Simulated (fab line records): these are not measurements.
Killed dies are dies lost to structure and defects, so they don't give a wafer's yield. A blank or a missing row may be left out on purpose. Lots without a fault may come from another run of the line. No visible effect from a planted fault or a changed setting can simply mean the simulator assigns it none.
One fault through the eyes of 2 desks ; flow sky130 ; each desk holds nothing but its own numbers, with what lay behind them at the end

TOOL OWNER'S DESK, plasma_asher-03
The tool's own readings at SKY_RES_XHIGH_STRIP_08 (strips in O2/N2): means of the sampled wafers that have a number, for each lot that ran on this tool. A lot is out of limits, marked OUT, if its mean lies more than 4 standard deviations from the usual mean; the brackets give that distance.
Columns: A = drypump_motor_current_A at SKY_RES_XHIGH_STRIP_08, usual 5.9 A; B = oes_product_au at SKY_RES_XHIGH_STRIP_08, usual 0.711 a.u.; C = strip_time_to_endpoint_s at SKY_RES_XHIGH_STRIP_08, usual 14.27 s
lot;first seen here;A;B;C
L611;day 26 08:44;6.3;0.713;14.29
L623;day 30 11:45;6.3;0.952 (+53) OUT;-
L629;day 32 15:45;6.3;0.708;14.25
L630;day 32 23:45;6.0;0.708;14.22
L631;day 33 02:13;5.8;0.715;14.24
L634;day 33 23:15;6.1;0.712;14.33
This desk's finding: out of limits on L623; first on L623, day 30 11:45 (oes_product_au at SKY_RES_XHIGH_STRIP_08). L611, L629, L630, L631, L634 stayed within limits.

THE METROLOGY DESK
Lot by lot, what the gauges showed, no matter which tool ran the lot: averages of those sampled wafers that carry a number. A lot is out of limits, marked OUT, if its mean lies more than 4 standard deviations from the usual mean; the brackets give that distance.
Columns: A = LDD_HVN_OVL at SKY_LDD_HVN_OVL_MEAS_07, usual 1.2 nm; B = SD_N_TW at SKY_SD_N_TW_MEAS_12, usual 3963; C = RES_XHIGH_RS at SKY_SD_N_RS_MEAS_18, usual 333.1 ohm/sq
lot;first seen here;A;B;C
L611;day 19 23:03;-0.4;3980;331.0
L612;day 20 11:30;0.4;3962;333.6
L613;day 22 11:52;2.0;3974;332.3
L614;day 22 12:10;2.1;3952;332.9
L616;day 22 22:25;-0.4;3981;334.9
L621;day 23 15:45;0.1;3923;333.1
L620;day 23 23:03;0.8;3929;333.7
L623;day 24 11:23;0.7;221 (-99 or more) OUT;333.7
L629;day 26 16:14;-0.4;3921;333.7
L630;day 27 01:19;2.7;3982;335.1
L631;day 27 06:50;0.6;3956;332.9
L633;day 28 01:23;0.1;3975;333.4
L634;day 28 05:54;1.6;3943;333.1
This desk finds L623 out of limits, with the earliest case on L623 at day 31 16:06 (SD_N_TW at SKY_SD_N_TW_MEAS_12). L611, L612, L613, L614, L616, L621, L620, L629, L630, L631, L633, L634 stayed within limits.

BROUGHT TOGETHER
On L623, at day 30 11:45, an alarm was possible from the tool owner's desk.
An alarm was possible from the metrology desk at day 31 16:06, on L623.
On plasma_asher-03, each named lot ran SKY_RES_XHIGH_STRIP_08.

WHAT THE SIMULATOR HAD INSERTED
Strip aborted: plasma_asher-03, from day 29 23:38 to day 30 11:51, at SKY_RES_XHIGH_STRIP_08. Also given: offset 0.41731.
Struck lots among those shown: L623.
Fault start to first reading out of limits, in hours, per desk: tool owner, 12; metrology, 40.
